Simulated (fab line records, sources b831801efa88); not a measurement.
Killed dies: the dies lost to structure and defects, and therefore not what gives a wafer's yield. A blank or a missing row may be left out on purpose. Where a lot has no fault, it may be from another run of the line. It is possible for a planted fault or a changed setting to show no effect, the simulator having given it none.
Comparing a struck lot with a sound one | flow sky130 | 17 steps out of a route of 708
Sound: wafers L758.1, L758.3, L758.5. The struck wafers were L772.2, L772.3, L772.5. Last of all comes the cause.
Per side, at each step with rows, come the tool, then ch with its chambers, and then its first start. Under that, the readings that differ: sound wafers | struck wafers | difference of the means | sigmas: that difference in standard deviations of wafers without a fault.
alike: same words and numbers on both sides, and readings whose means sit less than 2 such deviations apart. not compared: any withheld reading, any reading some wafer has no value for, any bound like >300 that may hide the same value, and any number with overlapping values for which the record gives no deviation.
The two part at a step that has a row with sigmas, a row that says differs or no value, or rows on one side only. Numbers that don't overlap but have no deviation are shown without sigmas and don't part them. A reading that every wafer of one side lacks parts them only if that side has two wafers or more.

SKY_LDD_HVN_OVL_MEAS_07:
  sound: overlay-02 at day 22 12:44; struck: overlay-01 at day 27 09:07
  alike: LDD_HVN_OVL
after that, 1 step had no rows for these wafers: SKY_LDD_HVN_IMPLANT_08.
SKY_LDD_HVN_STRIP_09: strips in O2/N2.
  sound on plasma_asher-02 ch 0,1, day 22 12:55; struck on plasma_asher-04 ch 0,1, day 27 09:17
  alike: drypump_motor_current_A, oes_product_au, strip_time_to_endpoint_s
  not compared: rf_hours_counter_h
SKY_LDD_HVN_TW_MEAS_10:
  sound: film_metro-04 at day 22 13:01; struck: film_metro-03 at day 27 09:24
  alike: LDD_HVN_TW
then, 7 steps without rows for these wafers: SKY_LDD_HVP_DEHYDRATE_00 (time 60 s); SKY_LDD_HVP_HMDS_01 (prime time 60 s); SKY_LDD_HVP_COAT_02 (resist thk 300 nm); SKY_LDD_HVP_SOFTBAKE_03 (time 60 s); SKY_LDD_HVP_EXPOSE_04 (exposes mask HVPTM, target cd 700 nm); SKY_LDD_HVP_PEB_05; SKY_LDD_HVP_DEVELOP_06 (develop time 60 s).
SKY_LDD_HVP_OVL_MEAS_07:
  sound: overlay-02 at day 23 19:01; struck: overlay-01 at day 28 13:28
  alike: LDD_HVP_OVL
SKY_LDD_HVP_IMPLANT_08:
  sound on implanter-01 ch 0, day 23 19:03; struck on implanter-04 ch 0, day 28 13:32
  reading            | sound                            | struck                          | difference  | sigmas
  dose_ions_cm2      | 1.7003e+13 1.7045e+13 1.7037e+13 | 8.9634e+13 8.964e+13 8.9612e+13 | +7.2600e+13 | +99 or more
  faraday_current_uA | 94.2 97.7 96.4                   | 491.2 525.0 507.6               | +411.8      | +99 or more
SKY_LDD_HVP_STRIP_09: strips in O2/N2.
  sound on plasma_asher-04 ch 0,1, day 23 19:12; struck on plasma_asher-02 ch 0, day 28 13:39
  reading                      | sound             | struck            | difference | sigmas
  strip_time_to_endpoint_s (s) | 4.160 4.162 4.146 | 4.113 4.116 4.125 | -0.038     | -3
  alike: drypump_motor_current_A, oes_product_au
  not compared: rf_hours_counter_h
SKY_LDD_HVP_TW_MEAS_10:
  sound: film_metro-02 at day 23 19:18; struck: film_metro-01 at day 28 13:46
  reading    | sound       | struck      | difference | sigmas
  LDD_HVP_TW | 448 448 451 | 774 774 775 | +325       | +74
then, 1 step without rows for these wafers: SKY_LDD_LDN_DEHYDRATE_00 (time 60 s).
-- a jump in the record: the struck wafers' starts before and after are 22 days apart (it breaks off in module LDD_LDN and resumes in module PAD_OPEN, where the first step shown is number 708 of the route) --
SKY_PAD_OPEN_PROBE_99:
  sound: prober-01 at day 47 08:02; struck: prober-01 at day 50 11:48
  reading                                   | sound                | struck               | difference | sigmas
  model.etest.tip_p_5v.rs_ohm_sq            | 2880 2885 2873       | 878.4 873.6 883.2    | -2000.9    |
  model.etest.pfet_g5v0d10v5.r_on_ohm_um    | 4765 4660 4746       | 4079 4005 4061       | -675       |
  model.etest.pfet_g5v0d10v5.drive_ua_um    | 343.4 350.3 345.5    | 401.1 402.8 401.4    | +55.4      |
  model.etest.tip_p_5v.rs_ohm_sq_range      | 58.39 61.84 104      | 27.6 19.76 22.4      | -51.5      |
  model.etest.res_pdiff_hv.rs_ohm_sq        | 189.8 190.8 190.9    | 177.7 177.9 177.7    | -12.7      |
  model.etest.pfet_16v.drive_ua_um          | 241.6 243 238        | 253 250.3 252.8      | +11        |
  model.etest.pfet_g5v0d10v5.off_log10_a_um | -12.42 -12.23 -12.48 | -9.907 -9.845 -9.768 | +2.537     |
  model.etest.ring_5v.delay_ps              | 44.73 43.94 44.29    | 42.66 42.04 42.66    | -1.87      |
  alike: killed_at_M0_to_M3, killed_at_M4_up, killed_at_contacts, killed_at_front_end, killed_at_other, killed_dies, killed_open, killed_short

== WHERE THEY PART ==
At SKY_LDD_HVP_IMPLANT_08 first; at SKY_LDD_HVP_TW_MEAS_10 last (within this record only). Later steps at which nothing parts them and some readings are alike: SKY_PAD_OPEN_PROBE_99.

WHY: what had been put in by the simulator
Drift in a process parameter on implanter-04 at SKY_LDD_HVP_IMPLANT_08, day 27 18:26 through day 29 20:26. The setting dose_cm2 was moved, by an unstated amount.
